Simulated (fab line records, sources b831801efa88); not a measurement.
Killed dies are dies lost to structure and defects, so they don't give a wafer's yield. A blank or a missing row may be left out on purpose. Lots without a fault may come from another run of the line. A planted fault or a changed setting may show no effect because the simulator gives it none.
Which tool did it? | flow gf180mcu | 15 lots, 45 wafers sampled, at 5 steps of a route of 602

WHAT THE GAUGES READ, wafer by wafer
GF_HV_LDD_THK_MEAS_55. Usual: HV_LDD_CVD_54_THK 10.09 nm, standard deviation 0.18.
lot  | measured     | on            | HV_LDD_CVD_54_THK (nm) | flag
L264 | day 12 14:51 | film_metro-04 | 10.40 10.30 10.42      |
L266 | day 13 13:28 | film_metro-04 | 10.10 10.08 9.99       |
L267 | day 13 19:34 | film_metro-04 | 10.33 10.35 10.24      |
L268 | day 14 04:41 | film_metro-03 | 10.01 9.87 9.83        |
L272 | day 15 08:25 | film_metro-02 | 10.13 10.01 10.02      |
L275 | day 16 10:22 | film_metro-04 | 10.04 10.08 10.11      |
L276 | day 16 23:56 | film_metro-02 | 10.06 9.97 9.94        |
L277 | day 17 16:14 | film_metro-04 | 9.71 9.80 9.85         |
L278 | day 17 19:52 | film_metro-02 | 10.29 10.22 10.39      |
L279 | day 18 00:39 | film_metro-03 | 10.32 10.28 10.28      |
L280 | day 18 09:36 | film_metro-02 | 10.42 10.41 10.31      |
L281 | day 18 20:10 | film_metro-04 | 10.12 10.05 10.09      |
L283 | day 19 06:44 | film_metro-02 | 9.81 9.67 9.71         |
L284 | day 19 14:44 | film_metro-04 | 10.19 10.16 10.22      |
L286 | day 20 04:42 | film_metro-02 | 9.88 10.01 9.95        |

GF_PSD_OVL_MEAS_08. Usual: PSD_OVL -0.3 nm, standard deviation 1.4.
lot  | measured     | on         | PSD_OVL (nm)   | flag
L264 | day 14 08:47 | overlay-01 | 0.4 0.9 0.1    |
L266 | day 15 08:50 | overlay-01 | 1.2 0.9 -1.2   |
L267 | day 15 16:15 | overlay-01 | -1.4 -0.8 -1.7 |
L268 | day 16 01:35 | overlay-01 | 0.3 -0.1 0.6   |
L272 | day 17 06:41 | overlay-01 | 1.3 0.8 1.7    |
L275 | day 18 11:05 | overlay-02 | -0.5 -1.0 -1.8 |
L276 | day 18 23:34 | overlay-01 | 0.5 -0.1 -5.0  |
L277 | day 19 18:08 | overlay-02 | -1.0 -1.4 -1.1 |
L278 | day 19 22:11 | overlay-01 | -1.2 -0.2 1.3  |
L279 | day 20 02:53 | overlay-01 | 2.0 3.0 2.9    |
L280 | day 20 12:19 | overlay-01 | 0.2 0.6 -0.2   |
L281 | day 20 22:58 | overlay-02 | -0.5 1.3 0.5   |
L283 | day 21 09:23 | overlay-02 | -1.0 -1.1 1.7  |
L284 | day 21 16:06 | overlay-01 | 1.3 3.0 0.5    |
L286 | day 22 06:51 | overlay-02 | -1.2 -0.8 -1.4 |

GF_SAB_OVL_MEAS_10. Usual: SAB_OVL -1.5 nm, standard deviation 1.3.
lot  | measured     | on         | SAB_OVL (nm)                  | flag
L264 | day 15 06:21 | overlay-02 | -0.7 -1.5 -2.7                |
L266 | day 16 07:26 | overlay-01 | -1.3 -3.0 -2.5                |
L267 | day 16 14:51 | overlay-01 | -1.0 -3.6 -1.8                |
L268 | day 17 00:39 | overlay-01 | -0.7 -0.9 -0.4                |
L272 | day 18 06:56 | overlay-02 | -5.2 -2.0 -3.7                |
L275 | day 19 12:06 | overlay-02 | -2.0 -0.6 -1.6                |
L276 | day 20 00:27 | overlay-02 | -2.6 -2.0 -1.7                |
L277 | day 20 18:56 | overlay-01 | -2.6 0.5 -0.9                 |
L278 | day 20 23:11 | overlay-02 | 52.8 53.3 51.1 54.5 54.0 52.4 | OFF
L279 | day 21 03:24 | overlay-01 | -1.2 -2.5 0.7                 |
L280 | day 21 12:30 | overlay-01 | 52.8 54.0 54.1 53.8 55.2 54.9 | OFF
L281 | day 21 23:24 | overlay-02 | 53.5 55.6 55.1 54.1 56.9 55.5 | OFF
L283 | day 22 09:53 | overlay-01 | 51.0 54.5 53.0 52.9 55.7 53.5 | OFF
L284 | day 22 16:23 | overlay-02 | -2.9 1.2 -3.1                 |
L286 | day 23 06:26 | overlay-02 | -1.6 -0.6 -2.4                |

WHICH TOOL RAN EACH LOT (tool, then ch and the chambers of the sampled wafers, then the start)
lot  | GF_HV_LDD_ETCHBACK_58              | GF_SAB_EXPOSE_06
L264 | rie_diel-03 ch 0,1,3, day 12 16:24 | iline_stepper-02 ch 0, day 14 19:11
L266 | rie_diel-03 ch 1,2, day 13 15:00   | iline_stepper-01 ch 0, day 15 20:31
L267 | rie_diel-02 ch 0,2, day 13 21:06   | iline_stepper-02 ch 0, day 16 03:49
L268 | rie_diel-02 ch 2,3, day 14 06:14   | iline_stepper-02 ch 0, day 16 13:01
L272 | rie_diel-04 ch 1,2,3, day 15 09:58 | iline_stepper-02 ch 0, day 17 19:08
L275 | rie_diel-02 ch 1,3, day 16 12:38   | iline_stepper-01 ch 0, day 19 00:10
L276 | rie_diel-02 ch 0,1,2, day 17 01:28 | iline_stepper-01 ch 0, day 19 12:28
L277 | rie_diel-03 ch 0,2, day 17 17:47   | iline_stepper-02 ch 0, day 20 06:54
L278 | rie_diel-04 ch 0,2, day 17 21:25   | iline_stepper-01 ch 0, day 20 11:22
L279 | rie_diel-04 ch 0,2,3, day 18 02:11 | iline_stepper-02 ch 0, day 20 15:58
L280 | rie_diel-04 ch 0,2, day 18 11:08   | iline_stepper-01 ch 0, day 21 00:28
L281 | rie_diel-04 ch 0,1,2, day 18 21:43 | iline_stepper-01 ch 0, day 21 11:30
L283 | rie_diel-03 ch 0,2,3, day 19 09:00 | iline_stepper-01 ch 0, day 21 22:19
L284 | rie_diel-02 ch 0,1,2, day 19 16:17 | iline_stepper-02 ch 0, day 22 04:45
L286 | rie_diel-02 ch 1,2, day 20 06:15   | iline_stepper-02 ch 0, day 22 19:17
- GF_HV_LDD_ETCHBACK_58: etches Si3N4 in CH3F/O2, stops on SiO2, time 100 s, target depth 90 nm.
- GF_SAB_EXPOSE_06: exposes mask SAB, target cd 420 nm.

WHAT THE TOOLS THEMSELVES READ (means of the sampled wafers that have a number; where no wafer has one, the mark that the record gives instead)
GF_HV_LDD_ETCHBACK_58. Usual: drypump_motor_current_A 5.6 A, standard deviation 0.46; oes_product_au 0.845 a.u., standard deviation 0.0067; throttle_valve_pct 10.561 %, standard deviation 0.009.
lot  | tool        | drypump_motor_current_A (A) | oes_product_au (a.u.) | throttle_valve_pct (%) | flag
L264 | rie_diel-03 | 5.6                         | 0.848                 | 10.565                 |
L266 | rie_diel-03 | 6.0                         | 0.851                 | 10.559                 |
L267 | rie_diel-02 | 5.2                         | 0.843                 | 10.565                 |
L268 | rie_diel-02 | 5.2                         | 0.837                 | 10.561                 |
L272 | rie_diel-04 | 5.4                         | 0.842                 | 10.568                 |
L275 | rie_diel-02 | 5.7                         | 0.854                 | 10.565                 |
L276 | rie_diel-02 | 5.4                         | 0.854                 | 10.558                 |
L277 | rie_diel-03 | 5.4                         | 0.839                 | 10.558                 |
L278 | rie_diel-04 | 5.7                         | 0.850                 | 10.568                 |
L279 | rie_diel-04 | 5.9                         | 0.844                 | 10.560                 |
L280 | rie_diel-04 | 5.8                         | 0.842                 | 10.563                 |
L281 | rie_diel-04 | 5.7                         | 0.848                 | 10.559                 |
L283 | rie_diel-03 | 5.7                         | 0.842                 | 10.559                 |
L284 | rie_diel-02 | 5.3                         | 0.841                 | 10.563                 |
L286 | rie_diel-02 | 5.5                         | 0.844                 | 10.568                 |

THE ANSWER, worked out from the rows above alone
Rule: a lot is off if the mean of its wafers that have a number lies more than 3 standard deviations from the usual mean. A lot without any number at a reading at which 4 lots or more have one is off too. The other lots that the step has rows for count as sound. The gauges are gone through in route order, then the tools' own readings, and for those a lot's mean is taken as printed above. The first step at which some lot is off is used, and at that step the reading that is off furthest; a lot without a number counts as furthest.
Off: L278, L280, L281, L283, at GF_SAB_OVL_MEAS_10 (SAB_OVL).
A tool fits if, at a process step before that reading, it ran every lot that is off, and no sound lot after the first of them. The gauges at GF_SAB_OVL_MEAS_10 are tried like those tools. One fits: iline_stepper-01 at GF_SAB_EXPOSE_06. Its last sound lot is L276 (day 19 12:28), its first lot that is off L278 (day 20 11:22): a fault that began between those two fits.

WHAT THE SIMULATOR HAD PUT IN
Scanner matching overlay: iline_stepper-01, from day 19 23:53 on, at GF_SAB_EXPOSE_06. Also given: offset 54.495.
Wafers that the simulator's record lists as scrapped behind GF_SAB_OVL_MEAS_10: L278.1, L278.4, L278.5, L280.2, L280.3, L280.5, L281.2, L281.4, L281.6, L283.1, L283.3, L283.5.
Lots struck among those shown: L278, L280, L281, L283. The rule above found the same.
